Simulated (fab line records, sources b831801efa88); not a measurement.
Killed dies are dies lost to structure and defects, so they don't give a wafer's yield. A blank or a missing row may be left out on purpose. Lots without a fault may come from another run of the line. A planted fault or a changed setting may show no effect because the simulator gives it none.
Which tool did it? | flow gf180mcu | 12 lots, 35 wafers sampled, at 5 steps of a route of 602

WHAT THE GAUGES READ, wafer by wafer
GF_STI_THK_MEAS_30. Usual: STI_OXIDATION_02_THK 10.12 nm, standard deviation 0.22.
lot  | measured    | on            | STI_OXIDATION_02_THK (nm) | flag
L506 | day 2 07:14 | film_metro-01 | 10.18 10.14 10.24         |
L508 | day 2 16:05 | film_metro-01 | 10.41 10.56 10.32         |
L509 | day 2 21:37 | film_metro-03 | 9.96 9.70 9.93            |
L510 | day 3 02:38 | film_metro-02 | 10.19 10.14 10.10         |
L513 | day 3 18:47 | film_metro-03 | 10.09 10.26 10.08         |
L520 | day 5 06:37 | film_metro-03 | 9.90 10.10                |
L522 | day 5 16:23 | film_metro-01 | 10.12 10.20 10.09         |
L524 | day 6 02:58 | film_metro-03 | 9.96 9.99 9.84            |
L526 | day 6 14:50 | film_metro-01 | 9.97 9.93 9.78            |
L527 | day 6 22:45 | film_metro-01 | 9.96 10.07 10.00          |
L528 | day 7 01:37 | film_metro-03 | 10.07 9.89 9.99           |
L529 | day 7 05:16 | film_metro-03 | 10.32 10.16 10.33         |

GF_VT_IMPLANT_TW_MEAS_21. Usual: VT_IMPLANT_2_TW 1218, standard deviation 8.8.
lot  | measured     | on            | VT_IMPLANT_2_TW | flag
L506 | day 6 06:56  | film_metro-01 | 1203 1205 1202  |
L508 | day 6 19:13  | film_metro-01 | 1202 1199 1203  |
L509 | day 6 23:49  | film_metro-04 | 1214 1224 1215  |
L510 | day 7 05:16  | film_metro-04 | 1228 1223 1229  |
L513 | day 8 02:40  | film_metro-02 | 1220 1225 1222  |
L520 | day 9 21:17  | film_metro-04 | 1222 1223       |
L522 | day 10 10:58 | film_metro-04 | 1228 1221 1224  |
L524 | day 10 22:49 | film_metro-04 | 1228 1227 1227  |
L526 | day 11 14:17 | film_metro-04 | 1217 1223 1220  |
L527 | day 11 21:59 | film_metro-01 | 1199 1201 1203  |
L528 | day 12 02:56 | film_metro-04 | 1223 1229 1229  |
L529 | day 12 08:28 | film_metro-04 | 1226 1218 1219  |

GF_POLY_GATE_CD_MEAS_18. Usual: cd_nm 279.3 nm, standard deviation 1.6.
lot  | measured     | on        | cd_nm (nm)        | flag
L506 | day 9 06:47  | cd_sem-02 | 282.1 283.1 280.0 |
L508 | day 9 19:53  | cd_sem-01 | 280.0 279.5 279.8 |
L509 | day 10 01:07 | cd_sem-02 | 278.2 277.9 279.3 |
L510 | day 10 08:40 | cd_sem-02 | 275.9 275.8 276.1 |
L513 | day 11 10:10 | cd_sem-01 | 278.2 278.0 279.3 |
L520 | day 13 08:58 | cd_sem-01 | 284.2 284.5       | OFF
L522 | day 13 23:04 | cd_sem-01 | 280.4 278.0 279.1 |
L524 | day 14 12:42 | cd_sem-01 | 278.5 279.5 280.0 |
L526 | day 15 08:25 | cd_sem-01 | 277.8 278.4 278.8 |
L527 | day 15 14:07 | cd_sem-01 | 278.3 281.2 282.0 |
L528 | day 15 23:01 | cd_sem-02 | 279.9 281.9 282.2 |
L529 | day 16 02:49 | cd_sem-02 | 278.9 278.4 277.9 |

WHICH TOOL RAN EACH LOT (tool, then ch and the chambers of the sampled wafers, then the start)
lot  | GF_VT_IMPLANT_STRIP_31               | GF_POLY_GATE_ETCH_12
L506 | plasma_asher-02 ch 0,1, day 6 21:38  | rie_diel-02 ch 0,1,2, day 9 05:02
L508 | plasma_asher-04 ch 0,1, day 7 09:44  | rie_diel-02 ch 0,2, day 9 18:20
L509 | plasma_asher-04 ch 0,1, day 7 14:47  | rie_diel-03 ch 1,2, day 9 23:32
L510 | plasma_asher-03 ch 0,1, day 7 21:29  | rie_diel-03 ch 1,2, day 10 06:35
L513 | plasma_asher-02 ch 0,1, day 8 19:46  | rie_diel-04 ch 0,1, day 11 07:15
L520 | plasma_asher-04 ch 0,1, day 10 15:01 | rie_diel-02 ch 3, day 13 06:54
L522 | plasma_asher-02 ch 0,1, day 11 04:38 | rie_diel-03 ch 0,1, day 13 21:30
L524 | plasma_asher-04 ch 0,1, day 11 17:04 | rie_diel-04 ch 0,1,3, day 14 10:36
L526 | plasma_asher-03 ch 0,1, day 12 09:04 | rie_diel-04 ch 0,2, day 15 05:42
L527 | plasma_asher-03 ch 0,1, day 12 17:23 | rie_diel-03 ch 0,3, day 15 12:28
L528 | plasma_asher-03 ch 0,1, day 12 23:08 | rie_diel-02 ch 1,2,3, day 15 21:28
L529 | plasma_asher-02 ch 0,1, day 13 03:55 | rie_diel-04 ch 1,2,3, day 16 00:28
- GF_VT_IMPLANT_STRIP_31: strips in O2/N2.
- GF_POLY_GATE_ETCH_12: etches BARC in N2/H2.

WHAT THE TOOLS THEMSELVES READ (means of the sampled wafers that have a number; where no wafer has one, the mark that the record gives instead)
GF_VT_IMPLANT_STRIP_31. Usual: drypump_motor_current_A 5.85 A, standard deviation 0.23; heater_power_w 331 W, standard deviation 13; oes_product_au 0.716 a.u., standard deviation 0.0046; strip_time_to_endpoint_s 12.62 s, standard deviation 0.042.
lot  | tool            | drypump_motor_current_A (A) | heater_power_w (W) | oes_product_au (a.u.) | strip_time_to_endpoint_s (s) | flag
L506 | plasma_asher-02 | 5.91                        | 322                | 0.720                 | 12.64                        |
L508 | plasma_asher-04 | 5.68                        | 326                | 0.715                 | 12.58                        |
L509 | plasma_asher-04 | 5.63                        | 332                | 0.713                 | 12.62                        |
L510 | plasma_asher-03 | 5.93                        | 330                | 0.714                 | 12.57                        |
L513 | plasma_asher-02 | 5.93                        | 322                | 0.720                 | 12.57                        |
L520 | plasma_asher-04 | 5.65                        | 331                | 0.716                 | 12.63                        |
L522 | plasma_asher-02 | 5.92                        | 323                | 0.716                 | 12.59                        |
L524 | plasma_asher-04 | 5.66                        | 328                | 0.714                 | 12.68                        |
L526 | plasma_asher-03 | 5.92                        | 326                | 0.716                 | 12.59                        |
L527 | plasma_asher-03 | 6.05                        | 338                | 0.715                 | 12.62                        |
L528 | plasma_asher-03 | 6.06                        | 334                | 0.714                 | 12.63                        |
L529 | plasma_asher-02 | 5.74                        | 338                | 0.715                 | 12.61                        |

GF_POLY_GATE_ETCH_12. Usual: drypump_motor_current_A 5.8 A, standard deviation 0.36; oes_product_au 0.735 a.u., standard deviation 0.0044; rf_fwd_power_W 496.0 W, standard deviation 1.8; throttle_valve_pct 13.215 %, standard deviation 0.01.
lot  | tool        | drypump_motor_current_A (A) | oes_product_au (a.u.) | rf_fwd_power_W (W) | throttle_valve_pct (%) | flag
L506 | rie_diel-02 | 6.0                         | 0.736                 | 496.7              | 13.223                 |
L508 | rie_diel-02 | 5.8                         | 0.733                 | 496.1              | 13.224                 |
L509 | rie_diel-03 | 5.5                         | 0.737                 | 496.6              | 13.210                 |
L510 | rie_diel-03 | 5.4                         | 0.733                 | 495.1              | 13.214                 |
L513 | rie_diel-04 | 6.1                         | 0.732                 | 496.2              | 13.204                 |
L520 | rie_diel-02 | 6.1                         | 0.734                 | 295.9              | 13.220                 | OFF
L522 | rie_diel-03 | 5.5                         | 0.736                 | 495.6              | 13.206                 |
L524 | rie_diel-04 | 5.9                         | 0.736                 | 495.5              | 13.202                 |
L526 | rie_diel-04 | 5.4                         | 0.734                 | 498.7              | 13.208                 |
L527 | rie_diel-03 | 5.9                         | 0.731                 | 493.7              | 13.211                 |
L528 | rie_diel-02 | 6.1                         | 0.735                 | 495.2              | 13.217                 |
L529 | rie_diel-04 | 5.6                         | 0.734                 | 497.1              | 13.221                 |

THE ANSWER, worked out from the rows above alone
Rule: a lot is off if the mean of its wafers that have a number lies more than 3 standard deviations from the usual mean. A lot without any number at a reading at which 4 lots or more have one is off too. The other lots that the step has rows for count as sound. The gauges are gone through in route order, then the tools' own readings, and for those a lot's mean is taken as printed above. The first step at which some lot is off is used, and at that step the reading that is off furthest; a lot without a number counts as furthest.
Off: L520, at GF_POLY_GATE_CD_MEAS_18 (cd_nm).
A tool fits if, at a process step before that reading, it ran every lot that is off, and no sound lot after the first of them. The gauges at GF_POLY_GATE_CD_MEAS_18 aren't tried: what is off there is off at GF_POLY_GATE_ETCH_12 too, on other tools, and a gauge's error can't cause that. None of those tried fits.

WHAT THE SIMULATOR HAD PUT IN
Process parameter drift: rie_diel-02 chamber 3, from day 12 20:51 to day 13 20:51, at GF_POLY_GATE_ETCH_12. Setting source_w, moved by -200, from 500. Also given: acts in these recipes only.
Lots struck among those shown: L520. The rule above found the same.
